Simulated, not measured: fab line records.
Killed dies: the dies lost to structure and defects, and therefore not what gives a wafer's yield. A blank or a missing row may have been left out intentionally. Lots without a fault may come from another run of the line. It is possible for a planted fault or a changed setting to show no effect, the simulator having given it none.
A lot that was struck, set against a sound lot ; flow sky130 ; 15 steps out of a route of 708
Sound: wafers L892.1, L892.2, L892.6. Wafers L910.2, L910.5, L910.6 were the ones struck. The cause comes at the end.
Each step with rows lists, per side, the tool, then ch with its chambers, then its first start. Under that, the readings that differ: sound wafers ; struck wafers ; difference of the means ; sigmas: that difference in standard deviations of wafers without a fault.
alike: words and numbers the same on both sides, and readings whose means are apart by under 2 such deviations; not compared: readings that were withheld, readings missing a value for some wafer, numbers with overlapping values and no deviation given by the record, and bounds like >300 which may hide the same value.
Wherever a step has rows on one side only, a row that says differs or no value, or a row with sigmas, the two part there. Numbers that have no deviation but don't overlap get no sigmas and don't part them. A reading missing from all wafers of one side parts the sides only when that side holds two or more wafers.

SKY_VIA2_CMP_02: polishes SiO2.
  sound on cmp-01 ch 0,2, day 36 18:04; struck on cmp-02 ch 1,2, day 41 02:28
  alike: motor_current_A
SKY_VIA2_BOW_MEAS_03:
  struck on film_metro-02, day 41 02:44; sound on film_metro-02, day 36 18:22
  alike: VIA2_BOW
then, 8 steps without rows for these wafers: SKY_VIA2_DEHYDRATE_04 (time 60 s); SKY_VIA2_HMDS_05 (prime time 60 s); SKY_VIA2_COAT_06 (resist thk 60 nm); SKY_VIA2_COAT_07 (resist thk 450 nm); SKY_VIA2_SOFTBAKE_08 (time 90 s); SKY_VIA2_EXPOSE_09 (exposes mask VIM2, target cd 200 nm); SKY_VIA2_PEB_10; SKY_VIA2_DEVELOP_11 (develop time 60 s).
SKY_VIA2_CD_MEAS_12: the cd target is 200 nm.
  struck on cd_sem-01, day 42 01:44; sound on cd_sem-01, day 37 20:06
  alike: cd_nm
SKY_VIA2_OVL_MEAS_13:
  struck on overlay-02, day 42 01:50; sound on overlay-02, day 37 20:13
  alike: VIA2_OVL
SKY_VIA2_ETCH_14: etches BARC in N2/H2, stops on SiO2, time 45.9 s, target depth 60 nm.
  sound on rie_diel-03 ch 0,1,3, day 37 20:16; struck on rie_diel-03 ch 0,1,2, day 42 01:52
reading;sound;struck;difference;sigmas
bias_w (W);100.01 100.42 100.36;97.02 97.06 97.69;-3.01;-10
  alike: drypump_motor_current_A, oes_product_au, throttle_valve_pct
  not compared: rf_hours_counter_h
SKY_VIA2_ETCH_15: etches SiO2 in C4F8/O2/Ar, stops on TiN, target depth 546 nm, time 84 s.
  sound on rie_diel-03 ch 0,1,3, day 37 20:18; struck on rie_diel-03 ch 0,1,2, day 42 01:55
  alike: bias_w, oes_product_au
  not compared: rf_hours_counter_h
-- the record jumps here: 8 days lie between the struck wafers' starts before and after (it left off in module VIA2 and takes up again in module PAD_OPEN, whose first step shown is number 708 of the route) --
SKY_PAD_OPEN_PROBE_99:
  struck on prober-01, day 50 08:56; sound on prober-02, day 47 02:42
  alike: defect_limited_yield, killed_at_M0_to_M3, killed_at_M4_up, killed_at_contacts, killed_at_front_end, killed_at_other, killed_dies, killed_open, killed_short, sort_bin_3_pad_short, sort_bin_5_function, sort_bin_6_memory, sort_n_pass, sort_yield_pct

WHERE THEY PART
Within this record, at SKY_VIA2_ETCH_14 only. Later steps at which nothing parts them and some readings are alike: SKY_VIA2_ETCH_15, SKY_PAD_OPEN_PROBE_99.

WHY: what the simulator had put in
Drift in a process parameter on rie_diel-03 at SKY_VIA2_ETCH_14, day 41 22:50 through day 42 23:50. A move of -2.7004 in setting bias_w, from 100. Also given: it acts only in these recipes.
